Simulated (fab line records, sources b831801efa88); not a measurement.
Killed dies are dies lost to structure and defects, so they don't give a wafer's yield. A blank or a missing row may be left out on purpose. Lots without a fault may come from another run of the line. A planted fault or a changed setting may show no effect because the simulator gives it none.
Which tool did it? | flow sky130 | 11 lots, 33 wafers sampled, at 5 steps of a route of 708

WHAT THE GAUGES READ, wafer by wafer
SKY_POLY_GATE_OVL_MEAS_14. Usual: POLY_GATE_OVL 2 nm, standard deviation 5.
lot  | measured     | on         | POLY_GATE_OVL (nm) | flag
L998 | day 16 10:49 | overlay-01 | -3 4 2             |
L999 | day 16 21:49 | overlay-01 | 9 10 1             |
L104 | day 18 20:12 | overlay-02 | -2 0 -1            |
L108 | day 20 10:45 | overlay-02 | -4 -5 -4           |
L109 | day 20 18:09 | overlay-01 | 4 1 6              |
L110 | day 21 02:00 | overlay-01 | 0 6 10             |
L114 | day 22 10:13 | overlay-02 | 6 6 -3             |
L117 | day 23 12:08 | overlay-02 | 5 -1 7             |
L118 | day 23 17:58 | overlay-01 | -2 -2 3            |
L121 | day 24 15:27 | overlay-02 | -5 -5 -3           |
L120 | day 24 15:28 | overlay-01 | -5 -10 -9          |

SKY_RES_XHIGH_TW_MEAS_09. Usual: RES_XHIGH_TW 1639, standard deviation 11.
lot  | measured     | on            | RES_XHIGH_TW   | flag
L998 | day 26 18:02 | film_metro-01 | 1644 1647 1649 |
L999 | day 27 04:26 | film_metro-01 | 1638 1639 1633 |
L104 | day 29 01:15 | film_metro-04 | 1655 1653 1646 |
L108 | day 30 13:20 | film_metro-03 | 788 791 788    | OFF
L109 | day 30 19:32 | film_metro-04 | 805 822 806    | OFF
L110 | day 31 02:50 | film_metro-04 | 1649 1650 1663 |
L114 | day 32 08:50 | film_metro-01 | 1655 1645 1650 |
L117 | day 33 06:04 | film_metro-04 | 1641 1643 1644 |
L118 | day 33 13:27 | film_metro-01 | 1630 1640 1627 |
L121 | day 34 08:17 | film_metro-01 | 1644 1646 1633 |
L120 | day 34 06:18 | film_metro-03 | 1630 1627 1631 |

SKY_SD_N_RS_MEAS_18: measures by four-point-probe. Usual: RES_XHIGH_RS 332.8 ohm/sq, standard deviation 1.1.
lot  | measured     | on            | RES_XHIGH_RS (ohm/sq) | flag
L998 | day 27 23:19 | film_metro-01 | 332.8 332.6 333.9     |
L999 | day 28 10:09 | film_metro-01 | 334.0 334.1 333.4     |
L104 | day 30 06:26 | film_metro-03 | 332.0 331.5 332.2     |
L108 | day 31 18:07 | film_metro-03 | 1982.0 2001.7 2035.4  | OFF
L109 | day 31 22:51 | film_metro-04 | 1967.7 1876.9 1943.2  | OFF
L110 | day 32 07:12 | film_metro-01 | 333.8 333.3 331.8     |
L114 | day 33 13:16 | film_metro-04 | 331.5 332.3 333.3     |
L117 | day 34 09:58 | film_metro-04 | 333.9 333.5 334.0     |
L118 | day 34 16:16 | film_metro-04 | 335.1 333.9 334.5     |
L121 | day 35 11:36 | film_metro-01 | 332.4 332.0 332.4     |
L120 | day 35 10:05 | film_metro-01 | 331.5 332.7 331.5     |

WHICH TOOL RAN EACH LOT (tool, then ch and the chambers of the sampled wafers, then the start)
lot  | SKY_SD_P_STRIP_10                    | SKY_RES_XHIGH_IMPLANT_07
L998 | plasma_asher-04 ch 0,1, day 25 12:26 | implanter-03 ch 0, day 26 17:47
L999 | plasma_asher-02 ch 0,1, day 25 23:52 | implanter-03 ch 0, day 27 04:11
L104 | plasma_asher-02 ch 0,1, day 27 20:47 | implanter-03 ch 0, day 29 01:01
L108 | plasma_asher-01 ch 0,1, day 29 08:37 | implanter-03 ch 0, day 30 13:05
L109 | plasma_asher-02 ch 0,1, day 29 14:50 | implanter-03 ch 0, day 30 19:17
L110 | plasma_asher-02 ch 0,1, day 29 23:20 | implanter-02 ch 0, day 31 02:35
L114 | plasma_asher-04 ch 0,1, day 31 05:40 | implanter-02 ch 0, day 32 08:36
L117 | plasma_asher-02 ch 0,1, day 32 02:53 | implanter-02 ch 0, day 33 05:52
L118 | plasma_asher-01 ch 0,1, day 32 10:25 | implanter-02 ch 0, day 33 13:14
L121 | plasma_asher-01 ch 0,1, day 33 05:11 | implanter-03 ch 0, day 34 08:02
L120 | plasma_asher-01 ch 0, day 33 03:53   | implanter-02 ch 0, day 34 06:04
- SKY_SD_P_STRIP_10: strips in O2/N2.
- SKY_RES_XHIGH_IMPLANT_07

WHAT THE TOOLS THEMSELVES READ (means of the sampled wafers that have a number; where no wafer has one, the mark that the record gives instead)
SKY_SD_P_STRIP_10. Usual: drypump_motor_current_A 5.42 A, standard deviation 0.3; oes_product_au 0.618 a.u., standard deviation 0.0046; strip_time_to_endpoint_s 17.57 s, standard deviation 0.035.
lot  | tool            | drypump_motor_current_A (A) | oes_product_au (a.u.) | strip_time_to_endpoint_s (s) | flag
L998 | plasma_asher-04 | 5.26                        | 0.616                 | 17.51                        |
L999 | plasma_asher-02 | 5.63                        | 0.622                 | 17.57                        |
L104 | plasma_asher-02 | 5.63                        | 0.621                 | 17.52                        |
L108 | plasma_asher-01 | 5.44                        | 0.619                 | 17.59                        |
L109 | plasma_asher-02 | 5.39                        | 0.620                 | 17.61                        |
L110 | plasma_asher-02 | 5.37                        | 0.614                 | 17.57                        |
L114 | plasma_asher-04 | 5.28                        | 0.611                 | 17.61                        |
L117 | plasma_asher-02 | 5.63                        | 0.618                 | 17.50                        |
L118 | plasma_asher-01 | 5.44                        | 0.616                 | 17.59                        |
L121 | plasma_asher-01 | 5.44                        | 0.615                 | 17.60                        |
L120 | plasma_asher-01 | 5.57                        | 0.620                 | 17.59                        |

SKY_RES_XHIGH_IMPLANT_07. Usual: beam_on_s 38.0 s, standard deviation 2.9; dose_ions_cm2 3.6e+14, standard deviation 3.6e+11; faraday_current_uA 537, standard deviation 39.
lot  | tool         | beam_on_s (s) | dose_ions_cm2 | faraday_current_uA | flag
L998 | implanter-03 | 37.1          | 3.6e+14       | 549                |
L999 | implanter-03 | 35.0          | 3.6e+14       | 578                |
L104 | implanter-03 | 36.3          | 3.6e+14       | 559                |
L108 | implanter-03 | 9.8           | 3.6e+13       | 206                | OFF
L109 | implanter-03 | 9.9           | 3.6e+13       | 206                | OFF
L110 | implanter-02 | 42.4          | 3.6e+14       | 478                |
L114 | implanter-02 | 42.0          | 3.6e+14       | 483                |
L117 | implanter-02 | 41.6          | 3.6e+14       | 487                |
L118 | implanter-02 | 42.0          | 3.6e+14       | 483                |
L121 | implanter-03 | 36.6          | 3.6e+14       | 555                |
L120 | implanter-02 | 41.8          | 3.6e+14       | 485                |

THE ANSWER, worked out from the rows above alone
Rule: a lot is off if the mean of its wafers that have a number lies more than 3 standard deviations from the usual mean. A lot without any number at a reading at which 4 lots or more have one is off too. The other lots that the step has rows for count as sound. The gauges are gone through in route order, then the tools' own readings, and for those a lot's mean is taken as printed above. The first step at which some lot is off is used, and at that step the reading that is off furthest; a lot without a number counts as furthest.
Off: L108, L109, at SKY_RES_XHIGH_TW_MEAS_09 (RES_XHIGH_TW).
A tool fits if, at a process step before that reading, it ran every lot that is off, and no sound lot after the first of them. The gauges at SKY_RES_XHIGH_TW_MEAS_09 aren't tried: what is off there is off at SKY_RES_XHIGH_IMPLANT_07 too, on other tools, and a gauge's error can't cause that. None of those tried fits.

WHAT THE SIMULATOR HAD PUT IN
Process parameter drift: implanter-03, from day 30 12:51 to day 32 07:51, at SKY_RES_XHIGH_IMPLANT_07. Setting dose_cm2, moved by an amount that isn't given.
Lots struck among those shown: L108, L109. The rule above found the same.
